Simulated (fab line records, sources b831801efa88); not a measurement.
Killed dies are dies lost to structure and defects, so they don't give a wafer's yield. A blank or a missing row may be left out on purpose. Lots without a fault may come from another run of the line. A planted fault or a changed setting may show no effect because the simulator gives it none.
One fault seen from 2 desks | flow sky130 | each desk has only its own numbers; what lay behind them comes last

THE METROLOGY DESK
What the gauges read, lot by lot, whatever tool the lot ran on: means of the sampled wafers that have a number. A lot is out of limits, marked OUT, if its mean lies more than 4 standard deviations from the usual mean; the brackets give that distance.
Columns: A = RES_XHIGH_TW at SKY_RES_XHIGH_TW_MEAS_09, usual 1640; B = LI_CONTACT_BOW at SKY_LI_CONTACT_BOW_MEAS_03, usual 55 um; C = LI_CONTACT_W_RS at SKY_LI_CONTACT_RS_MEAS_22, usual 0.2838 ohm/sq; D = LI_CONTACT_W_THK at SKY_LI_CONTACT_THK_MEAS_23, usual 403 nm
lot  | first seen here | A    | B  | C                | D
L491 | day 26 04:15    | 1647 | 58 | 0.2856           | 396
L492 | day 27 16:55    | 1624 | 55 | 0.2833           | 405
L495 | day 27 22:14    | 1647 | 57 | 0.2852           | 405
L494 | day 28 02:17    | 1637 | 54 | 0.2845           | 405
L500 | day 29 15:43    | 1641 | 53 | 0.2885           | 394
L504 | day 30 19:50    | 1642 | 56 | 0.3129 (+12) OUT | 366 (-7.6) OUT
L505 | day 31 08:55    | 1637 | 51 | 0.2848           | 399
L507 | day 32 15:02    | 1632 | 52 | 0.2839           | 410
L506 | day 32 16:44    | 1645 | 55 | 0.2845           | 402
L513 | day 33 20:47    | 1634 | 51 | 0.2870           | 395
L512 | day 33 22:41    | 1635 | 56 | 0.2832           | 405
L514 | day 34 13:09    | 1643 | 58 | 0.2829           | 400
This desk's finding: out of limits on L504; first on L504, day 33 04:23 (LI_CONTACT_W_RS at SKY_LI_CONTACT_RS_MEAS_22). In limits: L491, L492, L495, L494, L500, L505, L507, L506, L513, L512, L514.

THE TOOL OWNER'S DESK: cvd_w-01
The tool's own readings at SKY_LI_CONTACT_CVD_21 (deposits W, target thk 400 nm, time 120.56 s): means of the sampled wafers that have a number, for each lot that ran on this tool. A lot is out of limits, marked OUT, if its mean lies more than 4 standard deviations from the usual mean; the brackets give that distance.
Columns: A = chamber_pressure_Torr at SKY_LI_CONTACT_CVD_21, usual 40.00 Torr; B = heater_power_w at SKY_LI_CONTACT_CVD_21, usual 816 W
lot  | first seen here | A               | B
L491 | day 28 15:07    | 39.98           | 828
L495 | day 30 09:07    | 39.90           | 799
L494 | day 30 14:43    | 40.05           | 823
L500 | day 32 01:53    | 37.58 (-26) OUT | 808
L504 | day 33 04:16    | 33.03 (-74) OUT | 865
L514 | day 36 15:28    | 40.02           | 828
This desk's finding: out of limits on L500, L504; first on L500, day 32 01:53 (chamber_pressure_Torr at SKY_LI_CONTACT_CVD_21). In limits: L491, L495, L494, L514.

PUT TOGETHER
The tool owner's desk could have raised an alarm at day 32 01:53, on L500, L504.
The metrology desk could have raised an alarm at day 33 04:23, on L504.
The metrology desk has L500 on record, within its limits.
Of the lots named, all ran SKY_LI_CONTACT_CVD_21 on cvd_w-01.

WHAT THE SIMULATOR HAD PUT IN
Process parameter drift: cvd_w-01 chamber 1, from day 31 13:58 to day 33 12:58, at SKY_LI_CONTACT_CVD_21. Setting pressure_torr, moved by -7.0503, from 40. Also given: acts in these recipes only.
Lots struck among those shown: L500, L504.
Hours from the fault's start to each desk's first reading out of limits: the tool owner's desk, 12; the metrology desk, 38.
